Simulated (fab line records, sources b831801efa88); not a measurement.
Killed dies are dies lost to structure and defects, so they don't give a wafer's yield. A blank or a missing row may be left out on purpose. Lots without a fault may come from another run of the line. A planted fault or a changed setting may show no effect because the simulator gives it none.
Problem report in the 8D (eight disciplines) form, filled by code | flow gf180mcu | the parts of the form that need people (team, actions taken, sign-off) are left out

1. THE PROBLEM
V1_CVD_02_THK at GF_V1_THK_MEAS_03 reads a mean of 296 nm on 9 wafers of 3 lots; wafers without a fault read 852 nm with a standard deviation of 12. That is -46 standard deviations from the usual mean.
First seen on wafer L840.1, day 23 12:26, on film_metro-01. The record holds 39 wafers of 13 lots with a number at this step. Rule for "out", or "out of limits": more than 4 standard deviations from the usual mean. The other wafers with a number count as sound.

2. WHAT IT IS AND WHAT IT IS NOT
question                    | is                           | is not
which readings at this step | V1_CVD_02_THK                | -
which lots                  | L840, L841, L842             | L823, L827, L828, L829, L830, L831, L832, L833, L837, L838
which wafers of those lots  | all that have a number       | -
read on which gauges        | film_metro-01, film_metro-04 | film_metro-02
when                        | from day 23 12:26            | up to then (30 sound wafers)

3. SUSPECTS, AND WHAT RULES EACH OUT
Counting: a tool at a process step up to the reading stays a suspect if it ran every lot that is out and no sound lot after the first of them.
- the gauge at GF_V1_THK_MEAS_03: ruled out. The wafers that are out were read on 2 gauges (film_metro-01, film_metro-04).
- pecvd-02 at GF_V1_CVD_02 (deposits SiO2 from TEOS, target thk 850 nm, time 94.851 s): kept. It ran every lot that is out, first L840 (day 23 12:22), and no sound lot after that; its last sound lot up to then is L838 (day 22 19:05). Its own readings are out on those wafers: run_length_s.
Left after counting: pecvd-02 at GF_V1_CVD_02.

4. THE CAUSE (what the simulator had put in)
Process parameter drift: pecvd-02, from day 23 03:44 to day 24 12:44, at GF_V1_CVD_02. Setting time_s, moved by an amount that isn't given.
Counting left only this tool.

5. THE CHAIN OF EFFECTS, in route order
Each row: a reading whose mean over the struck wafers that have a number lies more than 3 standard deviations from the usual. Only readings for which the record gives a usual standard deviation are gone through. hours: the time from each lot's start at the first step in this table that gives one to its start at this step, as a median over the lots. sigmas: the change in usual standard deviations.
hours | step              | reading        | usual      | on struck wafers | change | sigmas
0     | GF_V1_CVD_02      | run_length_s   | 122.5 s    | 60.0             | -62.5  | -89
0     | GF_V1_THK_MEAS_03 | V1_CVD_02_THK  | 852 nm     | 296              | -556   | -46
-     | GF_V1_ETCH_17     | oes_product_au | 0.856 a.u. | 0.603            | -0.253 | -56
The process steps in it:
- GF_V1_CVD_02: deposits SiO2 from TEOS, target thk 850 nm, time 94.851 s.
- GF_V1_ETCH_17: etches SiO2 in C4F8/O2/Ar, stops on TiN, target depth 630 nm.
Later measuring or inspecting steps at which every struck wafer that the step has a row for has a number for every such reading, and none has moved that far: GF_V1_BOW_MEAS_05.

6. WHAT WOULD HAVE CAUGHT IT SOONER
In this record the first reading out of limits at a measuring or inspecting step was taken at day 23 12:26, 9 hours after the fault began at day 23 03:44.
The tool's own readings at GF_V1_CVD_02 were out on every struck wafer that the step has a row for (run_length_s): an alarm limit on them would have fired on the first of those.
Of the lots that are out (3), L841, L842 began GF_V1_CVD_02 on pecvd-02 after day 23 12:26. A hold on the tool at that time would have spared those 2.
